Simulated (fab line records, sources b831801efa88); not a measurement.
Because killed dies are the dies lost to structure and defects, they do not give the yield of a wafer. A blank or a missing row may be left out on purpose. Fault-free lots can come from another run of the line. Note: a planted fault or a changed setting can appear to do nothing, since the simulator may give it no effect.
Which of the tools did it? | flow gf180mcu | 24 lots with 72 wafers sampled at 5 steps, on a route of 602 steps

WHAT THE GAUGES SHOWED, per wafer
GF_V1_RS_MEAS_24: the measuring method here is four-point-probe. Usual: for V1_W_RS the level is 0.325 ohm/sq and the standard deviation is 0.0033.
lot  | measured     | on            | V1_W_RS (ohm/sq)  | flag
L074 | day 18 09:19 | film_metro-04 | 0.328 0.324 0.326 |
L075 | day 18 13:14 | film_metro-03 | 0.324 0.325 0.320 |
L076 | day 19 00:47 | film_metro-03 | 0.328 0.326 0.329 |
L077 | day 19 08:32 | film_metro-04 | 0.322 0.323 0.323 |
L078 | day 19 18:02 | film_metro-04 | 0.328 0.322 0.325 |
L079 | day 19 21:54 | film_metro-01 | 0.326 0.332 0.323 |
L080 | day 20 12:36 | film_metro-04 | 0.323 0.329 0.321 |
L081 | day 20 22:03 | film_metro-04 | 0.326 0.325 0.322 |
L082 | day 21 08:55 | film_metro-04 | 0.331 0.328 0.332 |
L083 | day 21 12:45 | film_metro-01 | 0.324 0.314 0.323 |
L084 | day 22 08:08 | film_metro-04 | 0.325 0.322 0.321 |
L085 | day 22 12:51 | film_metro-04 | 0.325 0.325 0.329 |
L086 | day 22 23:12 | film_metro-04 | 0.321 0.325 0.323 |
L087 | day 23 05:50 | film_metro-04 | 0.324 0.321 0.323 |
L088 | day 23 18:28 | film_metro-01 | 0.325 0.324 0.326 |
L089 | day 24 01:31 | film_metro-03 | 0.322 0.324 0.325 |
L090 | day 24 07:14 | film_metro-04 | 0.325 0.325 0.328 |
L091 | day 24 10:08 | film_metro-01 | 0.324 0.327 0.323 |
L092 | day 24 18:37 | film_metro-01 | 0.323 0.331 0.324 |
L093 | day 24 23:21 | film_metro-04 | 0.323 0.324 0.325 |
L094 | day 25 06:20 | film_metro-03 | 0.330 0.325 0.323 |
L095 | day 25 14:45 | film_metro-04 | 0.325 0.326 0.324 |
L096 | day 25 20:43 | film_metro-03 | 0.325 0.328 0.331 |
L097 | day 26 06:32 | film_metro-03 | 0.323 0.322 0.319 |

GF_M2_CD_MEAS_14: the cd target is 280 nm. Usual: 280.0 nm for cd_nm, sd 1.4.
lot  | measured     | on        | cd_nm (nm)        | flag
L074 | day 19 09:34 | cd_sem-02 | 280.0 278.4 279.6 |
L075 | day 19 14:23 | cd_sem-02 | 280.3 280.3 280.3 |
L076 | day 20 01:32 | cd_sem-02 | 278.8 279.7 278.8 |
L077 | day 20 10:05 | cd_sem-02 | 277.9 278.2 278.2 |
L078 | day 20 18:20 | cd_sem-01 | 280.1 281.4 281.6 |
L079 | day 20 22:35 | cd_sem-02 | 281.8 280.6 281.5 |
L080 | day 21 14:04 | cd_sem-02 | 279.4 279.6 279.6 |
L081 | day 21 22:20 | cd_sem-02 | 279.3 277.5 279.3 |
L082 | day 22 09:23 | cd_sem-01 | 279.4 280.4 278.9 |
L083 | day 22 12:45 | cd_sem-02 | 278.5 277.1 277.5 |
L084 | day 23 07:56 | cd_sem-02 | 280.9 281.5 282.0 |
L085 | day 23 12:42 | cd_sem-02 | 281.7 281.3 281.9 |
L086 | day 23 22:17 | cd_sem-01 | 281.7 280.9 281.7 |
L087 | day 24 04:40 | cd_sem-02 | 281.7 280.7 281.5 |
L088 | day 24 16:48 | cd_sem-02 | 280.6 281.7 280.5 |
L089 | day 25 00:56 | cd_sem-02 | 278.8 279.2 279.4 |
L090 | day 25 05:40 | cd_sem-01 | 280.4 280.4 280.6 |
L091 | day 25 07:55 | cd_sem-01 | 284.1 283.4 284.1 |
L092 | day 25 16:28 | cd_sem-01 | 280.3 280.0 280.4 |
L093 | day 25 21:22 | cd_sem-02 | 277.5 278.7 278.2 |
L094 | day 26 03:18 | cd_sem-02 | 279.7 279.8 279.6 |
L095 | day 26 12:33 | cd_sem-02 | 279.9 279.5 280.3 |
L096 | day 26 18:02 | cd_sem-01 | 279.6 280.3 279.3 |
L097 | day 27 03:34 | cd_sem-02 | 280.1 279.1 280.5 |

TOOL THAT RAN EACH LOT (tool first, then ch and the chambers of the sampled wafers, then the start)
lot  | GF_STI_ETCH_13                    | GF_VT_IMPLANT_STRIP_20               | GF_CONTACT_CMP_04
L074 | rie_diel-04 ch 0,3, day 2 01:43   | plasma_asher-03 ch 0,1, day 6 09:06  | cmp-02 ch 0,2, day 15 08:52
L075 | rie_diel-02 ch 1,2,3, day 2 09:05 | plasma_asher-04 ch 0,1, day 6 13:37  | cmp-01 ch 0,1,2, day 15 14:35
L076 | rie_diel-04 ch 1,2,3, day 2 14:18 | plasma_asher-03 ch 0,1, day 6 21:34  | cmp-02 ch 0,1,3, day 16 00:13
L077 | rie_diel-02 ch 0,1,2, day 2 17:33 | plasma_asher-04 ch 0,1, day 7 02:58  | cmp-02 ch 0,1,3, day 16 07:41
L078 | rie_diel-02 ch 0,1, day 2 22:38   | plasma_asher-01 ch 0,1, day 7 08:16  | cmp-01 ch 1,2, day 16 14:29
L079 | rie_diel-01 ch 0,2, day 3 02:46   | plasma_asher-03 ch 1, day 7 12:13    | cmp-01 ch 0,1,3, day 16 18:37
L080 | rie_diel-02 ch 0,1,3, day 3 09:05 | plasma_asher-03 ch 0,1, day 7 20:40  | cmp-01 ch 1,2,3, day 17 08:53
L081 | rie_diel-04 ch 2,3, day 3 13:37   | plasma_asher-04 ch 0,1, day 8 03:59  | cmp-01 ch 1,2,3, day 17 17:10
L082 | rie_diel-04 ch 0,1,2, day 3 19:03 | plasma_asher-03 ch 0,1, day 8 11:58  | cmp-02 ch 1,3, day 18 03:24
L083 | rie_diel-04 ch 0,1,2, day 4 00:02 | plasma_asher-03 ch 0,1, day 8 14:22  | cmp-01 ch 1,2,3, day 18 08:58
L084 | rie_diel-04 ch 1,2,3, day 4 05:20 | plasma_asher-04 ch 0,1, day 9 02:18  | cmp-01 ch 0,1, day 19 02:45
L085 | rie_diel-04 ch 1,2, day 4 09:57   | plasma_asher-04 ch 0, day 9 08:28    | cmp-02 ch 1,2, day 19 09:22
L086 | rie_diel-02 ch 1,2,3, day 4 15:59 | plasma_asher-03 ch 0,1, day 9 13:58  | cmp-01 ch 0,1,3, day 19 19:47
L087 | rie_diel-02 ch 2,3, day 4 20:04   | plasma_asher-03 ch 0,1, day 9 19:10  | cmp-01 ch 0,2,3, day 20 02:08
L088 | rie_diel-01 ch 1,2,3, day 5 05:05 | plasma_asher-04 ch 0,1, day 10 03:35 | cmp-02 ch 0,1,2, day 20 14:53
L089 | rie_diel-02 ch 0,3, day 5 09:43   | plasma_asher-01 ch 0,1, day 10 08:40 | cmp-02 ch 0,2,3, day 21 00:20
L090 | rie_diel-01 ch 0,1, day 5 13:54   | plasma_asher-01 ch 0,1, day 10 14:47 | cmp-01 ch 1,2, day 21 05:49
L091 | rie_diel-04 ch 1,2,3, day 5 17:01 | plasma_asher-03 ch 0,1, day 10 18:16 | cmp-02 ch 0,3, day 21 09:17
L092 | rie_diel-02 ch 0,3, day 5 21:18   | plasma_asher-03 ch 0,1, day 10 23:37 | cmp-02 ch 0,1,3, day 21 18:15
L093 | rie_diel-02 ch 2,3, day 6 03:24   | plasma_asher-04 ch 0,1, day 11 05:28 | cmp-02 ch 0,2, day 21 23:07
L094 | rie_diel-04 ch 2,3, day 6 07:47   | plasma_asher-04 ch 0,1, day 11 11:02 | cmp-01 ch 0,3, day 22 06:30
L095 | rie_diel-04 ch 0,1,3, day 6 14:36 | plasma_asher-04 ch 0,1, day 11 20:10 | cmp-01 ch 1,2,3, day 22 16:23
L096 | rie_diel-01 ch 1,3, day 6 19:32   | plasma_asher-04 ch 0,1, day 12 01:17 | cmp-02 ch 2,3, day 22 22:27
L097 | rie_diel-04 ch 0,2, day 7 00:03   | plasma_asher-04 ch 0,1, day 12 07:28 | cmp-02 ch 0,3, day 23 08:54
- GF_STI_ETCH_13: etches the open film in CHF3/O2, stops on Si, target depth 282.31 nm, time 112.9 s.
- GF_VT_IMPLANT_STRIP_20: strips in O2/N2.
- GF_CONTACT_CMP_04: polishes SiO2.

WHAT THE TOOLS THEMSELVES READ (means of the sampled wafers that have a number; where no wafer has one, the mark that the record gives instead)
GF_STI_ETCH_13. Usual: bias_w 200.0 W, standard deviation 0.62; drypump_motor_current_A 5.89 A, standard deviation 0.3; oes_product_au 0.832 a.u., standard deviation 0.0067; throttle_valve_pct 8.811 %, standard deviation 0.0089.
lot  | tool        | bias_w (W) | drypump_motor_current_A (A) | oes_product_au (a.u.) | throttle_valve_pct (%) | flag
L074 | rie_diel-04 | 199.8      | 5.78                        | 0.831                 | 8.819                  |
L075 | rie_diel-02 | 200.1      | 6.10                        | 0.831                 | 8.812                  |
L076 | rie_diel-04 | 200.1      | 5.88                        | 0.836                 | 8.811                  |
L077 | rie_diel-02 | 199.6      | 6.05                        | 0.835                 | 8.829                  |
L078 | rie_diel-02 | 199.6      | 5.99                        | 0.828                 | 8.809                  |
L079 | rie_diel-01 | 200.0      | 5.50                        | 0.827                 | 8.825                  |
L080 | rie_diel-02 | 200.4      | 5.86                        | 0.837                 | 8.810                  |
L081 | rie_diel-04 | 200.1      | 5.85                        | 0.830                 | 8.803                  |
L082 | rie_diel-04 | 200.3      | 6.02                        | 0.835                 | 8.816                  |
L083 | rie_diel-04 | 199.8      | 6.00                        | 0.839                 | 8.815                  |
L084 | rie_diel-04 | 200.0      | 5.88                        | 0.827                 | 8.810                  |
L085 | rie_diel-04 | 200.7      | 5.91                        | 0.833                 | 8.816                  |
L086 | rie_diel-02 | 199.9      | 6.11                        | 0.828                 | 8.809                  |
L087 | rie_diel-02 | 200.0      | 6.18                        | 0.830                 | 8.802                  |
L088 | rie_diel-01 | 200.3      | 5.60                        | 0.834                 | 8.814                  |
L089 | rie_diel-02 | 199.7      | 5.69                        | 0.834                 | 8.808                  |
L090 | rie_diel-01 | 200.2      | 5.53                        | 0.833                 | 8.810                  |
L091 | rie_diel-04 | 200.0      | 5.87                        | 0.836                 | 8.808                  |
L092 | rie_diel-02 | 199.4      | 5.74                        | 0.841                 | 8.813                  |
L093 | rie_diel-02 | 199.9      | 6.20                        | 0.829                 | 8.805                  |
L094 | rie_diel-04 | 199.9      | 6.03                        | 0.837                 | 8.814                  |
L095 | rie_diel-04 | 200.4      | 5.83                        | 0.834                 | 8.808                  |
L096 | rie_diel-01 | 200.1      | 5.65                        | 0.826                 | 8.810                  |
L097 | rie_diel-04 | 200.0      | 6.16                        | 0.822                 | 8.815                  |

GF_VT_IMPLANT_STRIP_20. Usual: drypump_motor_current_A 5.7 A, standard deviation 0.56; heater_power_w 349 W, standard deviation 20; oes_product_au 0.716 a.u., standard deviation 0.0051; platen_temp_c 250.02 C, standard deviation 0.2; strip_time_to_endpoint_s 12.62 s, standard deviation 0.034.
lot  | tool            | drypump_motor_current_A (A) | heater_power_w (W) | oes_product_au (a.u.) | platen_temp_c (C) | strip_time_to_endpoint_s (s) | flag
L074 | plasma_asher-03 | 5.2                         | 343                | 0.720                 | 250.07            | 12.65                        |
L075 | plasma_asher-04 | 6.1                         | 344                | 0.720                 | 250.18            | 12.65                        |
L076 | plasma_asher-03 | 5.2                         | 343                | 0.721                 | 250.03            | 12.60                        |
L077 | plasma_asher-04 | 6.3                         | 351                | 0.720                 | 250.18            | 12.58                        |
L078 | plasma_asher-01 | 5.3                         | 347                | 0.719                 | 249.96            | 12.64                        |
L079 | plasma_asher-03 | 5.2                         | 372                | 0.715                 | 250.03            | 12.60                        |
L080 | plasma_asher-03 | 5.2                         | 361                | 0.714                 | 250.25            | 12.62                        |
L081 | plasma_asher-04 | 6.3                         | 346                | 0.717                 | 249.92            | 12.63                        |
L082 | plasma_asher-03 | 5.2                         | 358                | 0.711                 | 250.27            | 12.58                        |
L083 | plasma_asher-03 | 5.2                         | 348                | 0.715                 | 249.97            | 12.61                        |
L084 | plasma_asher-04 | 6.3                         | 346                | 0.718                 | 250.10            | 12.58                        |
L085 | plasma_asher-04 | 5.7                         | 331                | 0.713                 | 250.05            | 12.63                        |
L086 | plasma_asher-03 | 5.2                         | 363                | 0.720                 | 249.92            | 12.64                        |
L087 | plasma_asher-03 | 5.2                         | 360                | 0.711                 | 249.98            | 12.60                        |
L088 | plasma_asher-04 | 6.1                         | 341                | 0.721                 | 250.06            | 12.62                        |
L089 | plasma_asher-01 | 5.3                         | 365                | 0.718                 | 250.04            | 12.56                        |
L090 | plasma_asher-01 | 5.3                         | 364                | 0.719                 | 250.23            | 12.60                        |
L091 | plasma_asher-03 | 5.2                         | 358                | 0.711                 | 250.10            | 12.59                        |
L092 | plasma_asher-03 | 5.2                         | 344                | 0.712                 | 250.03            | 12.60                        |
L093 | plasma_asher-04 | 6.3                         | 346                | 0.718                 | 249.70            | 12.64                        |
L094 | plasma_asher-04 | 6.1                         | 342                | 0.721                 | 249.90            | 12.64                        |
L095 | plasma_asher-04 | 6.3                         | 345                | 0.716                 | 249.83            | 12.66                        |
L096 | plasma_asher-04 | 6.3                         | 346                | 0.715                 | 250.01            | 12.65                        |
L097 | plasma_asher-04 | 6.1                         | 338                | 0.719                 | 250.18            | 12.62                        |

GF_CONTACT_CMP_04. Usual: motor_current_A 13.1 A, standard deviation 1.7; time_to_endpoint_s 112 s, standard deviation 5.9.
lot  | tool   | motor_current_A (A) | time_to_endpoint_s (s) | flag
L074 | cmp-02 | 14.6                | 112                    |
L075 | cmp-01 | 12.2                | 108                    |
L076 | cmp-02 | 14.2                | 115                    |
L077 | cmp-02 | 14.8                | 110                    |
L078 | cmp-01 | 12.8                | 105                    |
L079 | cmp-01 | 11.2                | 107                    |
L080 | cmp-01 | 11.4                | 104                    |
L081 | cmp-01 | 11.9                | 115                    |
L082 | cmp-02 | 14.4                | 112                    |
L083 | cmp-01 | 11.6                | 112                    |
L084 | cmp-01 | 11.5                | 107                    |
L085 | cmp-02 | 13.7                | 109                    |
L086 | cmp-01 | 11.3                | 118                    |
L087 | cmp-01 | 12.2                | 119                    |
L088 | cmp-02 | 13.9                | 111                    |
L089 | cmp-02 | 14.9                | 118                    |
L090 | cmp-01 | 12.4                | 118                    |
L091 | cmp-02 | 15.7                | 111                    |
L092 | cmp-02 | 14.7                | 115                    |
L093 | cmp-02 | 14.7                | 118                    |
L094 | cmp-01 | 11.5                | 117                    |
L095 | cmp-01 | 11.8                | 110                    |
L096 | cmp-02 | 14.1                | 113                    |
L097 | cmp-02 | 15.4                | 116                    |

THE ANSWER, worked out from the rows above alone
Rule: take the mean of a lot's wafers that have a number; if it is more than 3 standard deviations from the usual mean, the lot is off. Also off: a lot with no number at a reading for which 4 or more lots have one. All remaining lots with rows at the step are treated as sound. The gauges are gone through in route order, then the tools' own readings, and for those a lot's mean is taken as printed above. The first step at which some lot is off is used, and at that step the reading that is off furthest; a lot without a number counts as furthest.
Across all readings shown, no lot is off: no conclusion can be drawn from this.

WHAT THE SIMULATOR PUT IN
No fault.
